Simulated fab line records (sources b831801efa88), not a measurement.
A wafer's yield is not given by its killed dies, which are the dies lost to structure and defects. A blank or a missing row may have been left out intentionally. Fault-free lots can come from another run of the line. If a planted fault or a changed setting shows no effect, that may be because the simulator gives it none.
fab line records + flow sky130
record
- lots=6
- wafers=18
- lastDay=49
route steps=708 shown PWDE@54 NWELL@56 PAD_OPEN@708
lots that met no fault: from a run of the same line without faults
startH: start of the lot's first displayed wafer, in hours after the record's first day + waitH: how many hours have passed since the lot's step before this one + " identical to the entry in the row above + L1.1+2: a single row standing in for several wafers + - no value, or no start was given + * or withheld: withheld + < > ~ a bound
route shown NAME@n: a module of which the file shows steps, and the number in the route of the first + usual: mean/standard deviation taken from wafers without a fault + same: alike in all rows + chamber/n: place in a boat + sites: the reading at each site + _std_site: how widely they spread, as a standard deviation + _edge_site: the outer-site mean with the inner-site mean subtracted + radiusMm: for every site, how far away it sits from the centre of the wafer + mask NAME#n: copy n + behind: tool/chamber where the wafer was last shaped + hold: reason for holding the lot/hours on hold/outcome of the hold + device: the n, p or np transistor that did not switch + end of line: at the end of the route, the tests of the same wafers + for a step that has no rows: nothing shown but its recipe + killed: dies lost to structure and defects at the first sort, not the wafer's yield + map: the dies of a wafer, with x for killed, . for not killed, _ for no die there
set.NAME: the run value of the setting; set.NAME@STEP: its run value at that earlier step + model.NAME: the simulator's own value behind a step, which no gauge read
lots at selected steps of the route; one table per step, one row per wafer
services: when a tool's chamber went out of use (startH, in hours from the record's first day, below 0 if earlier), for how many hours, and the reason
## steps
# step SKY_PWDE_STRIP_09
# recipe
- chemistry=O2/N2
- powerW=1400
- pressureMtorr=1500
- platenTempC=withheld
- o2FlowSccm=3000
- n2FlowSccm=300
- overashFraction=0.5
# usual
- chamberPressureMTorr=1500.1/1.4
- drypumpMotorCurrentA=5.6/0.7
- oesProductAu=0.722/0.0048
- stripTimeToEndpointS=36.92/0.097
| lot.wafer | tool           | chamber | startH | waitH | chamberPressureMTorr | drypumpMotorCurrentA | oesProductAu | rfHoursCounterH | stripTimeToEndpointS |
|-----------|----------------|---------|--------|-------|----------------------|----------------------|--------------|-----------------|----------------------|
| L292.2    | plasmaAsher-01 | 0       | 72.12  | 0.1   | 1498.3               | 5.2                  | 0.725        | 40              | 36.86                |
| L292.5    | "              | 1       | "      | "     | 1499.7               | 6.2                  | 0.736        | -               | 36.94                |
| L292.6    | "              | 0       | "      | "     | 1500.9               | 5.2                  | 0.730        | -               | 36.91                |
| L297.2    | plasmaAsher-04 | 1       | 106.77 | 0.1   | 1500.7               | 4.7                  | 0.726        | 41              | 36.79                |
| L297.3    | "              | 1       | "      | "     | 1498.9               | 4.7                  | 0.718        | -               | 36.77                |
| L297.6    | "              | 0       | "      | "     | 1501.6               | 6.7                  | 0.723        | -               | 36.79                |
| L306.1    | plasmaAsher-01 | 1       | 151.77 | 0.1   | 1500.6               | 6.2                  | 0.720        | 3               | 36.90                |
| L306.2    | "              | 0       | "      | "     | 1501.1               | 5.2                  | 0.731        | 3               | 36.95                |
| L306.5    | "              | 1       | "      | "     | 1499.7               | 6.2                  | 0.716        | -               | 36.89                |
| L309.2    | plasmaAsher-02 | 0       | 169.72 | 0.1   | 1502.7               | 5.1                  | 0.723        | 35              | 36.78                |
| L309.4    | "              | 0       | "      | "     | 1501.0               | 5.2                  | 0.714        | -               | 36.76                |
| L309.6    | "              | 1       | "      | "     | 1500.5               | 5.9                  | 0.723        | -               | 36.83                |
| L311.3    | plasmaAsher-04 | 1       | 184.30 | 0.1   | 1500.9               | 4.8                  | 0.723        | -               | 37.02                |
| L311.4    | "              | 0       | "      | "     | 1501.7               | 6.7                  | 0.722        | -               | 36.97                |
| L311.5    | "              | 0       | "      | "     | 1500.5               | 6.7                  | 0.720        | -               | 36.89                |
| L312.1    | plasmaAsher-01 | 1       | 185.92 | 0.1   | 1500.1               | 6.2                  | 0.729        | 7               | 36.86                |
| L312.4    | "              | 1       | "      | "     | 1501.1               | 6.2                  | 0.721        | -               | 36.88                |
| L312.5    | "              | 0       | "      | "     | 1498.6               | 5.2                  | 0.718        | -               | 36.85                |
# step SKY_PWDE_TW_MEAS_10
# usual
- PWDE_TW=374/5.2
| lot.wafer | tool         | chamber | startH | waitH | PWDE_TW |
|-----------|--------------|---------|--------|-------|---------|
| L292.2    | filmMetro-04 | -       | 72.23  | 0.1   | 368     |
| L292.5    | "            | -       | "      | "     | 367     |
| L292.6    | "            | -       | "      | "     | 368     |
| L297.2    | filmMetro-02 | -       | 106.88 | 0.1   | 373     |
| L297.3    | "            | -       | "      | "     | 371     |
| L297.6    | "            | -       | "      | "     | 370     |
| L306.1    | filmMetro-04 | -       | 151.87 | 0.1   | 369     |
| L306.2    | "            | -       | "      | "     | 368     |
| L306.5    | "            | -       | "      | "     | 370     |
| L309.2    | filmMetro-04 | -       | 169.83 | 0.1   | 367     |
| L309.4    | "            | -       | "      | "     | 367     |
| L309.6    | "            | -       | "      | "     | 368     |
| L311.3    | filmMetro-04 | -       | 184.39 | 0.1   | 368     |
| L311.4    | "            | -       | "      | "     | 368     |
| L311.5    | "            | -       | "      | "     | 367     |
| L312.1    | filmMetro-03 | -       | 186.02 | 0.1   | 380     |
| L312.4    | "            | -       | "      | "     | 381     |
| L312.5    | "            | -       | "      | "     | 382     |
# step SKY_NWELL_DEHYDRATE_03
# recipe
- tempC=200
- timeS=60
# step SKY_NWELL_HMDS_04
# recipe
- primeTimeS=60
- primeTempC=120
# step SKY_NWELL_COAT_05
# recipe
- spinRpm=2000
- resistThkNm=3000
# step SKY_NWELL_SOFTBAKE_06
# recipe
- tempC=110
- timeS=withheld
# step SKY_NWELL_EXPOSE_07
# recipe
- maskId=NWM
- na=0.6
- sourceShape=conventional
- sigmaOuter=0.6
- polarization=unpolarized
- targetCdNm=840
- doseMj=255
# step SKY_NWELL_PEB_08
# recipe
- tempC=115
- timeS=withheld
# step SKY_NWELL_DEVELOP_09
# recipe
- wallAngleDeg=90
- developer=TMAH
- developTimeS=60
- devTempC=24.01
# step SKY_NWELL_OVL_MEAS_10
# usual
- NWELL_00_OVL=0.0/1.3
| lot.wafer | tool       | chamber | startH | waitH | NWELL_00_OVL[nm] |
|-----------|------------|---------|--------|-------|------------------|
| L292.2    | overlay-02 | -       | 88.14  | -     | 2.0              |
| L292.5    | "          | -       | "      | "     | 2.6              |
| L292.6    | "          | -       | "      | "     | 2.3              |
| L297.2    | overlay-01 | -       | 124.44 | -     | 2.9              |
| L297.3    | "          | -       | "      | "     | 2.4              |
| L297.6    | "          | -       | "      | "     | 1.0              |
| L306.1    | overlay-02 | -       | 171.73 | -     | 0.2              |
| L306.2    | "          | -       | "      | "     | 0.9              |
| L306.5    | "          | -       | "      | "     | -0.7             |
| L309.2    | overlay-01 | -       | 190.04 | -     | 2.3              |
| L309.4    | "          | -       | "      | "     | 0.9              |
| L309.6    | "          | -       | "      | "     | -0.5             |
| L311.3    | overlay-01 | -       | 206.30 | -     | -0.9             |
| L311.4    | "          | -       | "      | "     | -1.3             |
| L311.5    | "          | -       | "      | "     | -0.3             |
| L312.1    | overlay-02 | -       | 208.13 | -     | -0.6             |
| L312.4    | "          | -       | "      | "     | -0.6             |
| L312.5    | "          | -       | "      | "     | -2.3             |
# step SKY_NWELL_IMPLANT_11
# recipe
- species=P
- energyKev=400
- doseCm2=1.9e+13
- tiltDeg=withheld
# step SKY_NWELL_IMPLANT_12
# recipe
- species=P
- energyKev=120
- doseCm2=1.3e+12
- tiltDeg=withheld
# step SKY_NWELL_IMPLANT_13
# recipe
- species=P
- energyKev=50
- doseCm2=7e+11
- tiltDeg=withheld
# usual
- beamOnS=9.95/0.22
- doseIonsCm2=7e+11/8e+08
- faradayCurrentUA=3.97/0.085
| lot.wafer | tool         | chamber | startH | waitH | beamOnS | doseIonsCm2 | faradayCurrentUA |
|-----------|--------------|---------|--------|-------|---------|-------------|------------------|
| L292.2    | implanter-03 | 0       | 88.50  | 0.1   | 10.15   | 6.993e+11   | 3.89             |
| L292.5    | "            | 0       | "      | "     | 9.66    | 7.004e+11   | 4.06             |
| L292.6    | "            | 0       | "      | "     | 10.22   | 6.989e+11   | 3.86             |
| L297.2    | implanter-01 | 0       | 124.80 | 0.1   | 9.95    | 7.006e+11   | 3.98             |
| L297.3    | "            | 0       | "      | "     | 9.95    | 6.998e+11   | 3.97             |
| L297.6    | "            | 0       | "      | "     | 10.02   | 7.01e+11    | 3.93             |
| L306.1    | implanter-03 | 0       | 172.07 | 0.1   | 11.07   | 6.999e+11   | 3.56             |
| L306.2    | "            | 0       | "      | "     | 11.08   | 7.006e+11   | 3.56             |
| L306.5    | "            | 0       | "      | "     | 11.32   | 6.99e+11    | 3.48             |
| L309.2    | implanter-03 | 0       | 190.39 | 0.1   | 11.20   | 7.005e+11   | 3.53             |
| L309.4    | "            | 0       | "      | "     | 11.27   | 7.003e+11   | 3.50             |
| L309.6    | "            | 0       | "      | "     | 11.52   | 7.008e+11   | 3.43             |
| L311.3    | implanter-01 | 0       | 206.67 | 0.1   | 10.12   | 6.991e+11   | 3.91             |
| L311.4    | "            | 0       | "      | "     | 9.59    | 7e+11       | 4.11             |
| L311.5    | "            | 0       | "      | "     | 10.02   | 7.004e+11   | 3.95             |
| L312.1    | implanter-01 | 0       | 208.47 | 0.1   | 10.11   | 6.998e+11   | 3.91             |
| L312.4    | "            | 0       | "      | "     | 10.10   | 6.986e+11   | 3.94             |
| L312.5    | "            | 0       | "      | "     | 9.96    | 6.991e+11   | 3.96             |
# step SKY_NWELL_STRIP_14
# recipe
- chemistry=O2/N2
- powerW=1400
- pressureMtorr=1500
- platenTempC=withheld
- o2FlowSccm=3000
- n2FlowSccm=300
- overashFraction=0.5
# usual
- chamberPressureMTorr=1500.0/1.3
- drypumpMotorCurrentA=5.6/0.41
- oesProductAu=0.723/0.0046
- stripTimeToEndpointS=36.94/0.1
| lot.wafer | tool           | chamber | startH | waitH | chamberPressureMTorr | drypumpMotorCurrentA | oesProductAu | rfHoursCounterH | stripTimeToEndpointS |
|-----------|----------------|---------|--------|-------|----------------------|----------------------|--------------|-----------------|----------------------|
| L292.2    | plasmaAsher-02 | 1       | 88.62  | 0.1   | 1499.9               | 5.9                  | 0.718        | 27              | 36.82                |
| L292.5    | "              | 0       | "      | "     | 1500.6               | 5.1                  | 0.724        | -               | 36.87                |
| L292.6    | "              | 1       | "      | "     | 1500.3               | 5.9                  | 0.719        | -               | 36.76                |
| L297.2    | plasmaAsher-02 | 0       | 124.92 | 0.1   | 1499.4               | 5.1                  | 0.730        | 31              | 36.91                |
| L297.3    | "              | 1       | "      | "     | 1499.0               | 5.9                  | 0.715        | -               | 36.90                |
| L297.6    | "              | 0       | "      | "     | 1500.8               | 5.1                  | 0.718        | -               | 37.04                |
| L306.1    | plasmaAsher-01 | 1       | 172.22 | 0.1   | 1499.3               | 6.2                  | 0.726        | 5               | 36.89                |
| L306.2    | "              | 0       | "      | "     | 1500.6               | 5.2                  | 0.720        | 5               | 36.91                |
| L306.5    | "              | 0       | "      | "     | 1501.8               | 5.3                  | 0.726        | -               | 36.86                |
| L309.2    | plasmaAsher-02 | 0       | 190.52 | 0.1   | 1500.4               | 5.1                  | 0.724        | 37              | 36.97                |
| L309.4    | "              | 0       | "      | "     | 1500.8               | 5.1                  | 0.710        | -               | 36.97                |
| L309.6    | "              | 0       | "      | "     | 1499.3               | 5.1                  | 0.720        | -               | 36.95                |
| L311.3    | plasmaAsher-01 | 0       | 206.80 | 0.1   | 1500.0               | 5.2                  | 0.723        | -               | 37.01                |
| L311.4    | "              | 1       | "      | "     | 1503.0               | 6.2                  | 0.722        | -               | 37.07                |
| L311.5    | "              | 1       | "      | "     | 1499.3               | 6.2                  | 0.717        | -               | 37.03                |
| L312.1    | plasmaAsher-01 | 0       | 208.62 | 0.1   | 1501.5               | 5.2                  | 0.728        | 9               | 37.08                |
| L312.4    | "              | 0       | "      | "     | 1499.6               | 5.2                  | 0.713        | -               | 37.06                |
| L312.5    | "              | 0       | "      | "     | 1499.9               | 5.2                  | 0.722        | -               | 37.08                |
# step SKY_PAD_OPEN_PROBE_99
# usual
- killed_at_M0_to_M3=44/6.6
- killed_at_M4_up=2.9/1.8
- killedAtContacts=24/4.8
- killedAtFrontEnd=15/4.5
- killedAtOther=0.3/0.64
- killedDies=86/8.7
- killedOpen=47/6.5
- killedShort=39/5.8
# same
- grossDies=492
- killedAtBackSide=0
| lot.wafer | tool      | chamber | startH  | waitH | killed_at_M0_to_M3 | killed_at_M4_up | killedAtContacts | killedAtFrontEnd | killedAtOther | killedDies | killedOpen | killedShort | model.etest.pfetG5v0d10v5.vtSatV | model.etest.pfet_16v.vtV | model.etest.pfetG5v0d10v5.vtV | model.etest.pfetG5v0d10v5.vtLongV | model.etest.pfet_01v8_lvt.vtSatV | model.etest.pfet_01v8_lvt.vtV | model.etest.pfet_01v8_lvt.vtLongV | model.etest.pfet_01v8_lvt.bodyRiseV |
|-----------|-----------|---------|---------|-------|--------------------|-----------------|------------------|------------------|---------------|------------|------------|-------------|----------------------------------|--------------------------|-------------------------------|-----------------------------------|----------------------------------|-------------------------------|-----------------------------------|-------------------------------------|
| L292.2    | prober-02 | -       | 1076.40 | 0.1   | 41                 | 4               | 19               | 18               | 1             | 83         | 41         | 41          | -0.6524                          | -1.093                   | -0.839                        | -0.923                            | -0.4313                          | -0.525                        | -0.6446                           | -0.2049                             |
| L292.5    | prober-02 | -       | 1076.55 | 0.2   | 57                 | 1               | 18               | 16               | 0             | 92         | 54         | 38          | -0.6473                          | -1.094                   | -0.8305                       | -0.9118                           | -0.4341                          | -0.5244                       | -0.6449                           | -0.2063                             |
| L292.6    | prober-02 | -       | 1076.60 | 0.2   | 42                 | 2               | 29               | 12               | 1             | 86         | 37         | 48          | -0.6336                          | -1.092                   | -0.8218                       | -0.9176                           | -0.4289                          | -0.5237                       | -0.6436                           | -0.2054                             |
| L297.2    | prober-01 | -       | 1110.55 | 0.1   | 49                 | 1               | 32               | 13               | 3             | 98         | 57         | 40          | -0.6                             | -1.052                   | -0.8038                       | -0.8913                           | -0.4063                          | -0.5045                       | -0.6272                           | -0.2067                             |
| L297.3    | prober-01 | -       | 1110.60 | 0.2   | 38                 | 2               | 21               | 18               | 1             | 80         | 44         | 35          | -0.5774                          | -1.054                   | -0.7878                       | -0.8901                           | -0.406                           | -0.4998                       | -0.6245                           | -0.2075                             |
| L297.6    | prober-01 | -       | 1110.75 | 0.2   | 41                 | 1               | 26               | 17               | 1             | 86         | 51         | 35          | -0.5915                          | -1.052                   | -0.7998                       | -0.8921                           | -0.4011                          | -0.4982                       | -0.6209                           | -0.2074                             |
| L306.1    | prober-02 | -       | 1159.57 | 0.1   | 46                 | 2               | 25               | 11               | 1             | 85         | 41         | 43          | -0.6973                          | -1.119                   | -0.8721                       | -0.9487                           | -0.4544                          | -0.5451                       | -0.6618                           | -0.2038                             |
| L306.2    | prober-02 | -       | 1159.62 | 0.1   | 41                 | 1               | 20               | 25               | 0             | 87         | 45         | 42          | -0.6586                          | -1.123                   | -0.8388                       | -0.9506                           | -0.4677                          | -0.5543                       | -0.6687                           | -0.2022                             |
| L306.5    | prober-02 | -       | 1159.77 | 0.2   | 48                 | 5               | 19               | 12               | 0             | 84         | 45         | 39          | -0.6465                          | -1.116                   | -0.8305                       | -0.9451                           | -0.4603                          | -0.55                         | -0.6655                           | -0.2028                             |
| L309.2    | prober-01 | -       | 1170.09 | 0.1   | 50                 | 5               | 17               | 6                | 0             | 78         | 40         | 37          | -0.686                           | -1.117                   | -0.8687                       | -0.9436                           | -0.4429                          | -0.5343                       | -0.6532                           | -0.2054                             |
| L309.4    | prober-01 | -       | 1170.19 | 0.2   | 57                 | 2               | 23               | 7                | 0             | 89         | 49         | 40          | -0.6823                          | -1.125                   | -0.8606                       | -0.9564                           | -0.4443                          | -0.5366                       | -0.6545                           | -0.2053                             |
| L309.6    | prober-01 | -       | 1170.29 | 0.2   | 38                 | 1               | 25               | 12               | 0             | 76         | 43         | 31          | -0.6916                          | -1.127                   | -0.8703                       | -0.9572                           | -0.4504                          | -0.5431                       | -0.6597                           | -0.2049                             |
| L311.3    | prober-01 | -       | 1181.90 | 0.2   | 42                 | 3               | 29               | 21               | 0             | 95         | 54         | 41          | -0.6027                          | -1.07                    | -0.7991                       | -0.9035                           | -0.3991                          | -0.4993                       | -0.6245                           | -0.206                              |
| L311.4    | prober-01 | -       | 1181.95 | 0.2   | 38                 | 1               | 19               | 19               | 1             | 78         | 47         | 31          | -0.6155                          | -1.08                    | -0.8183                       | -0.9101                           | -0.3859                          | -0.4921                       | -0.6225                           | -0.2096                             |
| L311.5    | prober-01 | -       | 1182.00 | 0.2   | 45                 | 1               | 27               | 14               | 0             | 87         | 46         | 41          | -0.636                           | -1.076                   | -0.8299                       | -0.9093                           | -0.4009                          | -0.5009                       | -0.6251                           | -0.2076                             |
| L312.1    | prober-02 | -       | 1185.26 | 0.1   | 37                 | 5               | 22               | 10               | 1             | 75         | 50         | 24          | -0.5888                          | -1.062                   | -0.7916                       | -0.898                            | -0.4217                          | -0.5176                       | -0.6405                           | -0.2039                             |
| L312.4    | prober-02 | -       | 1185.41 | 0.2   | 36                 | 3               | 25               | 15               | 0             | 79         | 39         | 39          | -0.5922                          | -1.071                   | -0.7962                       | -0.9043                           | -0.4106                          | -0.5108                       | -0.6368                           | -0.2029                             |
| L312.5    | prober-02 | -       | 1185.46 | 0.2   | 46                 | 3               | 17               | 21               | 2             | 89         | 45         | 43          | -0.6032                          | -1.07                    | -0.8055                       | -0.9045                           | -0.4232                          | -0.5193                       | -0.642                            | -0.2044                             |
# killed by level:class
L292.2 LI_CONTACT:geometricParticle:open=8 VIA2:geometricParticle:open=8 FIELD_ISO:geometricParticle:short=6 POLY_GATE:geometricParticle:open=6 METAL3:geometricParticle:short=6 VIA2:geometricParticle:short=5 CONTACT:geometricParticle:short=4 VIA1:geometricParticle:open=4
L292.5 VIA2:geometricParticle:open=13 VIA1:geometricParticle:open=12 FIELD_ISO:geometricParticle:open=8 CONTACT:geometricParticle:open=8 VIA2:geometricParticle:short=5 METAL1:geometricParticle:short=5 VIA1:geometricParticle:short=5 METAL2:geometricParticle:short=5
L292.6 CONTACT:geometricParticle:open=13 CONTACT:geometricParticle:short=8 VIA1:geometricParticle:open=8 METAL2:geometricParticle:short=7 VIA2:geometricParticle:open=7 METAL1:geometricParticle:short=6 VIA1:geometricParticle:short=6 FIELD_ISO:geometricParticle:short=4
L297.2 CONTACT:geometricParticle:open=10 VIA1:geometricParticle:open=10 LI_CONTACT:geometricParticle:open=8 VIA2:geometricParticle:open=8 VIA3:geometricParticle:open=8 CONTACT:geometricParticle:short=6 POLY_GATE:geometricParticle:short=5 METAL1:geometricParticle:short=5
L297.3 LI_CONTACT:geometricParticle:open=10 VIA2:geometricParticle:open=10 METAL1:geometricParticle:short=7 POLY_GATE:geometricParticle:open=6 CONTACT:geometricParticle:open=6 POLY_GATE:geometricParticle:short=5 VIA1:geometricParticle:short=5 LOCAL_INTERCONNECT:geometricParticle:short=4
L297.6 VIA2:geometricParticle:open=12 CONTACT:geometricParticle:open=10 LI_CONTACT:geometricParticle:open=9 VIA1:geometricParticle:open=7 FIELD_ISO:geometricParticle:short=5 VIA2:geometricParticle:short=5 POLY_GATE:geometricParticle:short=4 METAL2:geometricParticle:short=4
L306.1 LI_CONTACT:geometricParticle:open=10 METAL2:geometricParticle:short=8 VIA3:geometricParticle:open=8 CONTACT:geometricParticle:open=7 VIA3:geometricParticle:short=7 VIA1:geometricParticle:short=5 VIA1:geometricParticle:open=5 VIA2:geometricParticle:open=5
L306.2 VIA3:geometricParticle:open=9 FIELD_ISO:geometricParticle:short=7 VIA2:geometricParticle:open=7 LI_CONTACT:geometricParticle:open=6 LOCAL_INTERCONNECT:geometricParticle:short=6 METAL1:geometricParticle:short=6 VIA1:geometricParticle:open=6 FIELD_ISO:geometricParticle:open=5
L306.5 VIA1:geometricParticle:open=10 LI_CONTACT:geometricParticle:open=7 METAL1:geometricParticle:short=7 POLY_GATE:geometricParticle:open=6 VIA2:geometricParticle:open=6 VIA3:geometricParticle:short=6 METAL2:geometricParticle:short=6 CONTACT:geometricParticle:open=5
L309.2 VIA1:geometricParticle:open=13 VIA2:geometricParticle:open=8 VIA3:geometricParticle:open=7 METAL2:geometricParticle:short=7 VIA1:geometricParticle:short=5 LI_CONTACT:geometricParticle:open=4 METAL4:geometricParticle:short=4 LI_CONTACT:geometricParticle:short=3
L309.4 VIA1:geometricParticle:open=15 CONTACT:geometricParticle:open=10 LI_CONTACT:geometricParticle:open=8 METAL2:geometricParticle:short=8 VIA2:geometricParticle:open=6 VIA1:geometricParticle:short=5 METAL3:geometricParticle:short=5 VIA3:geometricParticle:short=5
L309.6 VIA2:geometricParticle:open=12 LI_CONTACT:geometricParticle:open=8 CONTACT:geometricParticle:open=6 VIA1:geometricParticle:open=6 LI_CONTACT:geometricParticle:short=4 CONTACT:geometricParticle:short=4 VIA1:geometricParticle:short=4 POLY_GATE:geometricParticle:short=3
L311.3 VIA1:geometricParticle:open=10 CONTACT:geometricParticle:open=9 LI_CONTACT:geometricParticle:open=8 VIA3:geometricParticle:open=8 POLY_GATE:geometricParticle:open=6 LOCAL_INTERCONNECT:geometricParticle:short=6 CONTACT:geometricParticle:short=6 FIELD_ISO:geometricParticle:open=5
L311.4 VIA1:geometricParticle:open=12 FIELD_ISO:geometricParticle:open=6 VIA2:geometricParticle:open=6 VIA3:geometricParticle:open=6 FIELD_ISO:geometricParticle:short=5 LOCAL_INTERCONNECT:geometricParticle:short=4 LI_CONTACT:geometricParticle:open=4 LI_CONTACT:geometricParticle:short=4
L311.5 VIA1:geometricParticle:open=11 VIA2:geometricParticle:open=9 CONTACT:geometricParticle:short=8 LI_CONTACT:geometricParticle:open=6 LOCAL_INTERCONNECT:geometricParticle:short=6 VIA3:geometricParticle:open=6 VIA2:geometricParticle:short=6 LI_CONTACT:geometricParticle:short=4
L312.1 LI_CONTACT:geometricParticle:open=9 CONTACT:geometricParticle:open=9 METAL2:geometricParticle:short=8 VIA3:geometricParticle:open=5 VIA1:geometricParticle:open=5 FIELD_ISO:geometricParticle:open=4 VIA1:geometricParticle:short=4 VIA2:geometricParticle:open=4
L312.4 LI_CONTACT:geometricParticle:open=7 CONTACT:geometricParticle:open=7 VIA1:geometricParticle:open=7 POLY_GATE:geometricParticle:open=6 LOCAL_INTERCONNECT:geometricParticle:short=6 VIA1:geometricParticle:short=6 VIA2:geometricParticle:short=4 VIA2:geometricParticle:open=4
L312.5 METAL2:geometricParticle:short=10 VIA1:geometricParticle:open=10 LI_CONTACT:geometricParticle:open=7 VIA3:geometricParticle:open=7 FIELD_ISO:geometricParticle:short=6 FIELD_ISO:geometricParticle:open=6 METAL1:geometricParticle:short=6 POLY_GATE:geometricParticle:open=4
## services
| tool           | chamber | startH | hours | kind      |
|----------------|---------|--------|-------|-----------|
| implanter-01   | -       | 48.55  | 31.7  | pm        |
| implanter-01   | -       | 80.26  | 5.9   | pm        |
| plasmaAsher-01 | -       | 108.75 | 9.0   | pm        |
| plasmaAsher-01 | 0       | 108.75 | 9.0   | ventCycle |
| plasmaAsher-01 | 1       | 108.75 | 9.0   | ventCycle |
| implanter-01   | -       | 110.96 | 0.5   | repair    |
| plasmaAsher-01 | 0       | 117.75 | -     | clean     |
| plasmaAsher-01 | 1       | 117.75 | -     | clean     |
| implanter-01   | -       | 145.92 | 0.5   | repair    |
| plasmaAsher-02 | -       | 155.22 | 0.9   | repair    |
| plasmaAsher-04 | -       | 162.00 | 14.6  | pm        |
| implanter-03   | -       | 173.05 | 1.2   | repair    |
| implanter-03   | -       | 179.59 | 3.1   | repair    |
| implanter-03   | -       | 207.11 | 2.7   | repair    |
## key
firstSign
- step=SKY_NWELL_IMPLANT_13
- reading=beamOnS
- direction=up
- sigmas=5.9
- usual=9.95
- struck=11.24
effect
- step=SKY_NWELL_IMPLANT_13
- reading=faradayCurrentUA
- direction=down
- sigmas=5.4
- usual=3.97
- struck=3.51
modelEffect
- step=SKY_PAD_OPEN_PROBE_99
- value=etest.pfetG5v0d10v5.vtSatV
- without=-0.6331
- struck=-0.6771
metAt SKY_NWELL_IMPLANT_13
struckWafers L306.1,L306.2,L306.5,L309.2,L309.4,L309.6
testerLeftOut L306,L309
onsetBetween 88.50 172.07
fault
- kind=processParameterDrift
- tool=implanter-03
- chamber=-
- onsetH=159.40
- steps=SKY_NWELL_IMPLANT_13
- channel=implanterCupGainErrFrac
- offset=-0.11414
- shape=step
- endH=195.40
# testerLeftOut: of these lots the tester's yield and bins aren't shown, on N5 and GAA mostly nor the transistor test; their killed dies are dies lost to structure and defects alone, not to doping, threshold or leakage, so they don't give the yield
